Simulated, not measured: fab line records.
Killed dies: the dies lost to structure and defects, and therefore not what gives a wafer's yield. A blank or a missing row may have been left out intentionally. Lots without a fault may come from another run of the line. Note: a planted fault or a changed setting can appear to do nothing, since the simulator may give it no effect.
What tool caused it? | flow sky130 | 72 wafers from 24 lots sampled at 4 of the route's 708 steps

== WHAT EACH GAUGE READ, for each wafer ==
SKY_CONTACT_RS_MEAS_25: uses a four-point probe to measure. Usual: CONTACT_W_RS typically reads 0.339 ohm/sq, with standard deviation 0.0045.
lot  | measured     | on           | CONTACT_W_RS (ohm/sq) | flag
L074 | day 31 16:56 | filmMetro-04 | 0.336 0.339 0.337     | 
L075 | day 32 13:46 | filmMetro-04 | 0.340 0.339 0.343     | 
L076 | day 32 20:13 | filmMetro-04 | 0.329 0.331 0.329     | 
L077 | day 32 22:58 | filmMetro-04 | 0.345 0.344 0.346     | 
L078 | day 33 06:49 | filmMetro-04 | 0.335 0.338 0.338     | 
L079 | day 33 16:44 | filmMetro-04 | 0.332 0.328 0.333     | 
L080 | day 33 19:55 | filmMetro-04 | 0.339 0.340 0.336     | 
L081 | day 34 06:44 | filmMetro-03 | 0.337 0.338 0.334     | 
L082 | day 34 19:48 | filmMetro-03 | 0.342 0.345 0.344     | 
L083 | day 34 20:52 | filmMetro-03 | 0.338 0.344 0.342     | 
L084 | day 35 04:25 | filmMetro-01 | 0.341 0.345 0.335     | 
L085 | day 35 14:25 | filmMetro-03 | 0.347 0.341 0.346     | 
L086 | day 35 21:22 | filmMetro-03 | 0.343 0.343 0.337     | 
L087 | day 36 03:02 | filmMetro-04 | 0.342 0.334 0.342     | 
L088 | day 36 10:13 | filmMetro-03 | 0.348 0.343 0.342     | 
L089 | day 36 22:43 | filmMetro-03 | 0.337 0.339 0.340     | 
L090 | day 37 02:13 | filmMetro-03 | 0.339 0.341 0.340     | 
L091 | day 37 07:11 | filmMetro-04 | 0.336 0.341 0.339     | 
L092 | day 37 12:27 | filmMetro-03 | 0.340 0.336 0.335     | 
L093 | day 37 16:00 | filmMetro-03 | 0.345 0.344 0.344     | 
L094 | day 37 23:49 | filmMetro-04 | 0.340 0.336 0.346     | 
L095 | day 38 05:29 | filmMetro-04 | 0.343 0.338 0.343     | 
L096 | day 38 10:40 | filmMetro-01 | 0.339 0.333 0.330     | 
L097 | day 38 20:31 | filmMetro-04 | 0.341 0.340 0.339     | 

SKY_METAL2_CD_MEAS_15 targets a cd of 140 nm. Usual: cdNm reads 140.1 nm (standard deviation 1.5).
lot  | measured     | on       | cdNm (nm)         | flag
L074 | day 35 05:31 | cdSem-01 | 142.8 141.3 141.7 | 
L075 | day 36 01:26 | cdSem-02 | 141.4 139.6 140.8 | 
L076 | day 36 06:49 | cdSem-01 | 141.5 143.8 144.0 | 
L077 | day 36 09:28 | cdSem-02 | 139.9 138.9 140.1 | 
L078 | day 36 16:43 | cdSem-01 | 141.1 141.2 140.7 | 
L079 | day 37 02:44 | cdSem-01 | 142.4 142.6 142.6 | 
L080 | day 37 05:29 | cdSem-01 | 138.4 138.6 137.8 | 
L081 | day 37 17:11 | cdSem-02 | 141.1 141.9 140.5 | 
L082 | day 38 04:35 | cdSem-02 | 140.0 139.9 141.2 | 
L083 | day 38 04:55 | cdSem-02 | 141.3 142.4 140.9 | 
L084 | day 38 12:55 | cdSem-01 | 141.1 139.1 139.5 | 
L085 | day 38 21:37 | cdSem-02 | 141.4 143.0 141.9 | 
L086 | day 39 03:59 | cdSem-02 | 139.4 141.4 138.4 | 
L087 | day 39 10:20 | cdSem-01 | 139.6 140.2 140.3 | 
L088 | day 39 17:55 | cdSem-02 | 138.6 136.4 138.1 | 
L089 | day 40 05:02 | cdSem-02 | 138.3 139.3 138.8 | 
L090 | day 40 08:49 | cdSem-01 | 140.5 138.1 139.9 | 
L091 | day 40 14:56 | cdSem-01 | 139.7 140.3 139.7 | 
L092 | day 40 20:13 | cdSem-02 | 137.0 137.3 138.1 | 
L093 | day 40 22:41 | cdSem-01 | 139.0 139.1 139.2 | 
L094 | day 41 06:16 | cdSem-02 | 139.3 140.3 137.9 | 
L095 | day 41 12:04 | cdSem-02 | 139.4 139.3 139.9 | 
L096 | day 41 18:19 | cdSem-02 | 140.9 140.3 139.6 | 
L097 | day 42 03:19 | cdSem-01 | 138.8 137.5 139.6 | 

== TOOL THAT RAN EACH LOT (tool first, then ch and the chambers of the sampled wafers, then the start) ==
lot  | SKY_METAL1_ETCH_18               | SKY_VIA1_CMP_02
L074 | rieMetal-02 ch 0,1, day 32 21:48 | cmp-01 ch 0,1,3, day 32 22:43
L075 | rieMetal-02 ch 0,1, day 33 16:41 | cmp-02 ch 0,1,2, day 33 17:36
L076 | rieMetal-02 ch 0,1, day 33 23:27 | cmp-02 ch 0,2,3, day 34 00:22
L077 | rieMetal-04 ch 0,1, day 34 02:46 | cmp-01 ch 0,3, day 34 03:41
L078 | rieMetal-04 ch 0,1, day 34 10:33 | cmp-01 ch 0,2,3, day 34 11:29
L079 | rieMetal-04 ch 1, day 34 20:14   | cmp-01 ch 0,1,2, day 34 21:24
L080 | rieMetal-02 ch 0,1, day 34 22:57 | cmp-01 ch 0,1,3, day 34 23:54
L081 | rieMetal-04 ch 0,1, day 35 09:59 | cmp-01 ch 0,1,2, day 35 11:04
L082 | rieMetal-02 ch 0,1, day 35 22:47 | cmp-01 ch 2,3, day 35 23:45
L083 | rieMetal-03 ch 0,1, day 35 23:45 | cmp-02 ch 0,1,2, day 36 00:44
L084 | rieMetal-03 ch 0, day 36 07:24   | cmp-01 ch 0,1,3, day 36 08:25
L085 | rieMetal-03 ch 0,1, day 36 16:33 | cmp-01 ch 1,2,3, day 36 17:34
L086 | rieMetal-04 ch 0, day 36 22:39   | cmp-02 ch 0,2,3, day 36 23:51
L087 | rieMetal-02 ch 0,1, day 37 05:32 | cmp-01 ch 1,2,3, day 37 06:37
L088 | rieMetal-03 ch 0, day 37 12:31   | cmp-02 ch 1,2,3, day 37 13:38
L089 | rieMetal-02 ch 0,1, day 38 00:29 | cmp-02 ch 0,2,3, day 38 01:25
L090 | rieMetal-02 ch 0,1, day 38 03:49 | cmp-02 ch 2,3, day 38 04:46
L091 | rieMetal-03 ch 0, day 38 09:22   | cmp-01 ch 0,2, day 38 10:29
L092 | rieMetal-04 ch 0,1, day 38 14:23 | cmp-02 ch 0,2,3, day 38 15:19
L093 | rieMetal-04 ch 0, day 38 17:27   | cmp-01 ch 0,2, day 38 18:22
L094 | rieMetal-04 ch 0,1, day 39 01:30 | cmp-02 ch 0,1,2, day 39 02:31
L095 | rieMetal-02 ch 0,1, day 39 07:09 | cmp-01 ch 0,2,3, day 39 08:04
L096 | rieMetal-04 ch 0,1, day 39 12:58 | cmp-02 ch 1,2,3, day 39 13:58
L097 | rieMetal-03 ch 0,1, day 39 22:34 | cmp-02 ch 2,3, day 39 23:30
- SKY_METAL1_ETCH_18: etches BARC in N2/H2, stops on SiO2, time 45.9 s, target depth 60 nm.
- SKY_VIA1_CMP_02: polishes SiO2.

== AS READ BY THE TOOLS THEMSELVES (means over the sampled wafers that have a number; for cases with no such wafer, the mark the record gives instead) ==
SKY_METAL1_ETCH_18. Usual: drypumpMotorCurrentA 5.5 A, standard deviation 0.48; oesProductAu 0.854 a.u., standard deviation 0.0048; throttleValvePct 13.226 %, standard deviation 0.0097.
lot  | tool        | drypumpMotorCurrentA (A) | oesProductAu (a.u.) | throttleValvePct (%) | flag
L074 | rieMetal-02 | 5.6                      | 0.849               | 13.219               | 
L075 | rieMetal-02 | 6.0                      | 0.855               | 13.224               | 
L076 | rieMetal-02 | 6.0                      | 0.852               | 13.238               | 
L077 | rieMetal-04 | 5.3                      | 0.847               | 13.227               | 
L078 | rieMetal-04 | 5.4                      | 0.852               | 13.230               | 
L079 | rieMetal-04 | 5.0                      | 0.858               | 13.229               | 
L080 | rieMetal-02 | 6.0                      | 0.854               | 13.219               | 
L081 | rieMetal-04 | 5.4                      | 0.848               | 13.221               | 
L082 | rieMetal-02 | 5.7                      | 0.857               | 13.226               | 
L083 | rieMetal-03 | 5.4                      | 0.851               | 13.222               | 
L084 | rieMetal-03 | 5.2                      | 0.850               | 13.235               | 
L085 | rieMetal-03 | 5.5                      | 0.852               | 13.220               | 
L086 | rieMetal-04 | 5.6                      | 0.858               | 13.223               | 
L087 | rieMetal-02 | 5.6                      | 0.860               | 13.227               | 
L088 | rieMetal-03 | 5.2                      | 0.855               | 13.233               | 
L089 | rieMetal-02 | 5.6                      | 0.853               | 13.221               | 
L090 | rieMetal-02 | 5.6                      | 0.860               | 13.227               | 
L091 | rieMetal-03 | 5.2                      | 0.856               | 13.235               | 
L092 | rieMetal-04 | 5.4                      | 0.857               | 13.237               | 
L093 | rieMetal-04 | 5.6                      | 0.853               | 13.223               | 
L094 | rieMetal-04 | 5.2                      | 0.861               | 13.222               | 
L095 | rieMetal-02 | 6.0                      | 0.851               | 13.226               | 
L096 | rieMetal-04 | 5.2                      | 0.854               | 13.225               | 
L097 | rieMetal-03 | 5.5                      | 0.856               | 13.225               | 

SKY_VIA1_CMP_02. Usual: motorCurrentA reads 12.2 A (standard deviation 0.94).
lot  | tool   | motorCurrentA (A) | flag
L074 | cmp-01 | 12.8              | 
L075 | cmp-02 | 11.3              | 
L076 | cmp-02 | 11.3              | 
L077 | cmp-01 | 12.5              | 
L078 | cmp-01 | 12.8              | 
L079 | cmp-01 | 12.8              | 
L080 | cmp-01 | 12.9              | 
L081 | cmp-01 | 12.8              | 
L082 | cmp-01 | 13.0              | 
L083 | cmp-02 | 11.3              | 
L084 | cmp-01 | 12.9              | 
L085 | cmp-01 | 12.7              | 
L086 | cmp-02 | 11.1              | 
L087 | cmp-01 | 12.2              | 
L088 | cmp-02 | 11.8              | 
L089 | cmp-02 | 11.1              | 
L090 | cmp-02 | 11.9              | 
L091 | cmp-01 | 12.5              | 
L092 | cmp-02 | 10.9              | 
L093 | cmp-01 | 13.2              | 
L094 | cmp-02 | 11.1              | 
L095 | cmp-01 | 13.0              | 
L096 | cmp-02 | 12.1              | 
L097 | cmp-02 | 12.0              | 

== THE ANSWER, worked out from the rows above alone ==
Rule: a lot is off if the mean of its wafers that have a number lies more than 3 standard deviations from the usual mean. Also off: a lot with no number at a reading for which 4 or more lots have one. Where the step has rows for the other lots, those lots are counted as sound. First the gauges in route order, then the tools' own readings, where a lot's mean is used as printed above. At the first step where some lot is off, the reading lying furthest off is the one used; lots without a number count as furthest.
Across all readings shown, no lot is off: no conclusion can be drawn from this.

== WHAT THE SIMULATOR HAD PUT IN ==
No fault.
